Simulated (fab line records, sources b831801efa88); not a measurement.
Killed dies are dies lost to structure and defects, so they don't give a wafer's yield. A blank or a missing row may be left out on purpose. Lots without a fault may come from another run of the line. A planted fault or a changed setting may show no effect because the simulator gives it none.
Chamber matching | flow gf180mcu | GF_V2_ETCH_16 on rie_diel-03: 4 sister chambers
The step etches BARC in N2/H2. 16 wafers are shown with their chamber, then 8 later ones without.

WAFERS WITH THEIR CHAMBER
wafer  | chamber | drypump_motor_current_A (A) | oes_product_au (a.u.) | throttle_valve_pct (%)
L074.4 | 1       | 5.4                         | 0.864                 | 13.214
L074.5 | 3       | 5.4                         | 0.859                 | 13.240
L074.6 | 2       | 5.8                         | 0.860                 | 13.218
L076.2 | 0       | 6.1                         | 0.853                 | 13.217
L076.4 | 2       | 5.7                         | 0.850                 | 13.214
L076.5 | 0       | 6.1                         | 0.853                 | 13.222
L078.3 | 1       | 5.4                         | 0.852                 | 13.221
L078.5 | 3       | 5.4                         | 0.850                 | 13.221
L078.6 | 2       | 5.8                         | 0.853                 | 13.226
L080.1 | 0       | 6.0                         | 0.852                 | 13.230
L080.3 | 2       | 5.8                         | 0.850                 | 13.236
L080.6 | 2       | 5.8                         | 0.848                 | 13.245
L087.2 | 0       | 6.1                         | 0.856                 | 13.217
L087.3 | 2       | 5.8                         | 0.857                 | 13.226
L087.4 | 3       | 5.4                         | 0.847                 | 13.203
L088.1 | 3       | 5.4                         | 0.857                 | 13.226

SIGNATURES (means of the wafers above)
reading                 | chamber 0 | chamber 1 | chamber 2 | chamber 3 | scatter within a chamber
drypump_motor_current_A | 6.075     | 5.400     | 5.783     | 5.400     | 0.0363
oes_product_au          | 0.85350   | 0.85800   | 0.85300   | 0.85325   | 0.00488
throttle_valve_pct      | 13.22150  | 13.21750  | 13.22750  | 13.22250  | 0.0112
Rule: a wafer's distance from a chamber is the root of the sum, over the readings, of the square of ((its reading less the chamber's mean) divided by the reading's scatter). The wafer belongs to the nearest chamber; if the next one is less than 2 further off, it can't be placed. The scatter: the root of (the sum of the squares of (reading less its chamber's mean) over the shown wafers, divided by (wafers less chambers)).

WAFERS WITHOUT THEIR CHAMBER
wafer  | drypump_motor_current_A (A) | oes_product_au (a.u.) | throttle_valve_pct (%)
L088.2 | 6.0                         | 0.857                 | 13.221
L088.3 | 5.4                         | 0.858                 | 13.228
L092.2 | 5.5                         | 0.859                 | 13.238
L092.4 | 5.4                         | 0.848                 | 13.235
L092.6 | 5.7                         | 0.851                 | 13.217
L095.2 | 5.4                         | 0.851                 | 13.237
L095.4 | 5.5                         | 0.856                 | 13.221
L095.5 | 5.7                         | 0.858                 | 13.215

WHICH CHAMBER EACH WENT THROUGH
wafer  | from the rows above     | in truth
L088.2 | 0                       | 0
L088.3 | can't be placed: 1 or 3 | 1
L092.2 | can't be placed: 3 or 1 | 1
L092.4 | can't be placed: 3 or 1 | 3
L092.6 | 2                       | 2
L095.2 | can't be placed: 3 or 1 | 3
L095.4 | can't be placed: 1 or 3 | 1
L095.5 | 2                       | 2
Placed correctly: 3 of 8. Can't be placed from these rows: 5 (the true chamber is among the candidates in 5). Placed wrongly: 0.
